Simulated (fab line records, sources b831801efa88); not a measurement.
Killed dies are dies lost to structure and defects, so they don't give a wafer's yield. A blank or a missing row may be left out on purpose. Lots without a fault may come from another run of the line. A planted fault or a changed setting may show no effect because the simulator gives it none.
A struck lot beside a sound one | flow sfq_line | 21 steps out of a route of 325
Sound: wafers L317.1, L317.3, L317.4. Struck: wafer L330.6. (L330.4, L330.5 of the same lot were not struck and are left out.) The cause comes at the end.
At each step with rows: each side's tool, then ch and its chambers, then its first start. Under that, the readings that differ: sound wafers | struck wafers | difference of the means | sigmas: that difference in standard deviations of wafers without a fault.
alike: readings whose means differ by less than 2 such deviations, and words and numbers that are the same on both sides. not compared: withheld readings, readings that some wafer has no value for, bounds like >300 that may hide the same value, and numbers for which the record gives no deviation and whose values overlap.
The two part at a step that has a row with sigmas, a row that says differs or no value, or rows on one side only. Numbers that don't overlap but have no deviation are shown without sigmas and don't part them. A reading that every wafer of one side lacks parts them only if that side has two wafers or more.

first, 3 steps without rows for these wafers: SFQ_TRILAYER_M3_LITHO_EXPOSE_076 (exposes mask M3, target cd 500 nm); SFQ_TRILAYER_M3_LITHO_PEB_078 (peb time 60 s); SFQ_TRILAYER_M3_LITHO_DEVELOP_077 (time 60 s).
SFQ_M3_OVL_MEAS_921:
  sound on overlay-01, day 28 17:40; struck on overlay-01, day 35 18:23
  alike: M3_OVL
SFQ_TRILAYER_M3_BARC_OPEN_METAL_ETCH_100: etches BARC in O2, target depth 125 nm, time 41.7 s.
  sound on rie_metal-01 ch 0,1, day 28 17:43; struck on rie_metal-01 ch 1, day 35 18:26
  alike: drypump_motor_current_A, oes_product_au
  not compared: rf_hours_counter_h
then, 1 step without rows for these wafers: SFQ_TRILAYER_M3_ETCH_METAL_ETCH_078 (etches Nb in Cl2/Ar, stops on SiO2, target depth 240 nm, time 120 s).
SFQ_TRILAYER_M3_STRIP_STRIP_079: strips in O2.
  sound on rie_metal-01 ch 0,1, day 28 17:53; struck on rie_metal-01 ch 1, day 35 18:47
  alike: drypump_motor_current_A, oes_product_au, platen_temp_c
  not compared: rf_hours_counter_h
then, 1 step without rows for these wafers: SFQ_TRILAYER_M3_STRIP_SOLV_CLEAN_080 (cleans in NMP, time 600 s).
SFQ_TRILAYER_I3_DEP_PECVD_081: deposits SiO2 from SiH4/N2O, time 111.11 s, target thk 500 nm.
  sound on pecvd-02 ch 0,2, day 28 18:40; struck on pecvd-01 ch 0, day 35 19:25
  alike: heater_power_outer_w, heater_power_w, throttle_valve_pct
SFQ_TRILAYER_I3_CMP_CMP_082: polishes SiO2.
  sound on cmp-01 ch 0,2,3, day 28 21:11; struck on cmp-01 ch 3, day 36 01:43
  alike: motor_current_A, time_to_endpoint_s
SFQ_I3_BOW_MEAS_922:
  sound on film_metro-04, day 29 00:11; struck on film_metro-01, day 36 03:16
  alike: I3_BOW
then, 1 step without rows for these wafers: SFQ_TRILAYER_I3_METRO_MEASURE_083.
SFQ_TRILAYER_I3_VIA_LITHO_COAT_090: resist thk 62 nm.
  sound on litho_track-03 ch 0, day 29 01:30; struck on litho_track-03 ch 0, day 36 04:41
  reading                                                  | sound             | struck | difference | sigmas
  model.BARC_of_TRILAYER_I3_VIA_LITHO_COAT_090.thk_nm (nm) | 61.97 62.28 62.11 | 68.63  | +6.51      |
  alike: dispense_pressure_kPa, resist_line_temp_C, spin_speed_rpm
then, 5 steps without rows for these wafers: SFQ_TRILAYER_I3_VIA_LITHO_COAT_085 (resist thk 650 nm); SFQ_TRILAYER_I3_VIA_LITHO_SOFTBAKE_089; SFQ_TRILAYER_I3_VIA_LITHO_EXPOSE_086 (exposes mask I3, target cd 500 nm); SFQ_TRILAYER_I3_VIA_LITHO_PEB_088 (peb time 60 s); SFQ_TRILAYER_I3_VIA_LITHO_DEVELOP_087 (time 60 s).
-- the record jumps here: 6 days lie between the struck wafers' starts before and after --
SFQ_I3_OVL_MEAS_923:
  sound on overlay-02, day 35 01:34; struck on overlay-02, day 41 22:44
  reading     | sound    | struck | difference | sigmas
  I3_OVL (nm) | -3 -3 -4 | 12     | +15        | +3
SFQ_TRILAYER_I3_VIA_BARC_OPEN_VIA_ETCH_121: etches BARC in O2, target depth 125 nm, time 41.7 s.
  sound on rie_diel-01 ch 0,1,2, day 35 01:37; struck on rie_diel-04 ch 3, day 41 22:45
  reading                  | sound             | struck | difference | sigmas
  oes_product_au (a.u.)    | 0.681 0.685 0.679 | 0.724  | +0.042     | +9
  model.etch.depth_nm (nm) | 61.97 62.28 62.11 | 68.63  | +6.51      |
  alike: drypump_motor_current_A
  not compared: rf_hours_counter_h
SFQ_TRILAYER_I3_VIA_ETCH_VIA_ETCH_088: etches SiO2 in CHF3, stops on Nb, target depth 260 nm.
  sound on rie_diel-01 ch 0,1,2, day 35 01:39; struck on rie_diel-04 ch 3, day 41 22:47
  alike: drypump_motor_current_A, oes_product_au

WHERE THEY PART
First at SFQ_I3_OVL_MEAS_923; last, within this record, at SFQ_TRILAYER_I3_VIA_BARC_OPEN_VIA_ETCH_121. Later steps at which nothing parts them and some readings are alike: SFQ_TRILAYER_I3_VIA_ETCH_VIA_ETCH_088.

WHY: what the simulator had put in
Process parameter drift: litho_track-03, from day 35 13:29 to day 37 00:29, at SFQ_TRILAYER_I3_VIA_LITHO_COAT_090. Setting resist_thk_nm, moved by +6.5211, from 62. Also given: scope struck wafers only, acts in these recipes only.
